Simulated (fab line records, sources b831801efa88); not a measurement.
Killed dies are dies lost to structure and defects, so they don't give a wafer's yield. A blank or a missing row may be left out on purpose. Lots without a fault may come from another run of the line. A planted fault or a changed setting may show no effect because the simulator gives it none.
A struck lot beside a sound one | flow sky130 | 14 steps out of a route of 708
Sound: wafers L288.2, L288.4, L288.5. Struck: wafers L291.2, L291.3, L291.4. The cause comes at the end.
At each step with rows: each side's tool, then ch and its chambers, then its first start. Under that, the readings that differ: sound wafers | struck wafers | difference of the means | sigmas: that difference in standard deviations of wafers without a fault.
alike: readings whose means differ by less than 2 such deviations, and words and numbers that are the same on both sides. not compared: withheld readings, readings that some wafer has no value for, bounds like >300 that may hide the same value, and numbers for which the record gives no deviation and whose values overlap.
The two part at a step that has a row with sigmas, a row that says differs or no value, or rows on one side only. Numbers that don't overlap but have no deviation are shown without sigmas and don't part them. A reading that every wafer of one side lacks parts them only if that side has two wafers or more.

first, 8 steps without rows for these wafers: SKY_METAL4_DEHYDRATE_05 (time 60 s); SKY_METAL4_HMDS_06 (prime time 60 s); SKY_METAL4_COAT_07 (resist thk 60 nm); SKY_METAL4_COAT_08 (resist thk 1140 nm); SKY_METAL4_SOFTBAKE_09 (time 90 s); SKY_METAL4_EXPOSE_10 (exposes mask MM4, target cd 300 nm); SKY_METAL4_PEB_11; SKY_METAL4_DEVELOP_12 (develop time 60 s).
SKY_METAL4_CD_MEAS_13: target cd 300 nm.
  sound on cd_sem-02, day 42 03:43; struck on cd_sem-02, day 43 17:13
  alike: cd_nm
SKY_METAL4_OVL_MEAS_14:
  sound on overlay-01, day 42 03:49; struck on overlay-02, day 43 17:19
  alike: METAL4_OVL
SKY_METAL4_DESCUM_15: chemistry O2, time 8 s.
  sound on rie_metal-02 ch 0, day 42 03:51; struck on rie_metal-01 ch 1, day 43 17:22
  reading                     | sound       | struck      | difference | sigmas
  drypump_motor_current_A (A) | 5.8 5.8 5.8 | 4.7 4.7 4.7 | -1.1       | -3
  alike: chamber_pressure_mTorr, oes_product_au, temp_c
  not compared: rf_hours_counter_h
SKY_METAL4_ETCH_16: etches BARC in N2/H2, stops on SiO2, time 88.2 s, target depth 60 nm.
  sound on rie_metal-02 ch 0, day 42 03:53; struck on rie_metal-01 ch 1, day 43 17:26
  reading                     | sound       | struck      | difference | sigmas
  drypump_motor_current_A (A) | 5.8 5.8 5.8 | 4.7 4.7 4.7 | -1.1       | -3
  alike: bias_w, chamber_pressure_mTorr, oes_product_au, throttle_valve_pct
  not compared: rf_hours_counter_h
SKY_METAL4_ETCH_17: etches SiO2 in C4F8/O2/Ar, stops on TiN, time 3.9 s, target depth 15 nm.
  sound on rie_diel-02 ch 0,3, day 42 03:59; struck on rie_diel-03 ch 0,1,3, day 43 17:37
  no value came back on the struck wafers for bias_w (W), chamber_pressure_mTorr (mTorr), oes_product_au (a.u.); on the sound wafers bias_w (W) reads 1197 1200 1201
SKY_METAL4_METAL_ETCH_18: etches the open film in Cl2/BCl3, stops on SiO2, target depth 845 nm, time 183.1 s.
  sound on rie_metal-01 ch 0,1, day 42 03:59; struck on rie_metal-02 ch 0,1, day 43 17:37
  alike: bcl3_flow_sccm, bias_w, chamber_pressure_mTorr, drypump_motor_current_A, oes_product_au, throttle_valve_pct
  not compared: rf_hours_counter_h

WHERE THEY PART
First at SKY_METAL4_DESCUM_15; last, within this record, at SKY_METAL4_ETCH_17. Later steps at which nothing parts them and some readings are alike: SKY_METAL4_METAL_ETCH_18.

WHY: what the simulator had put in
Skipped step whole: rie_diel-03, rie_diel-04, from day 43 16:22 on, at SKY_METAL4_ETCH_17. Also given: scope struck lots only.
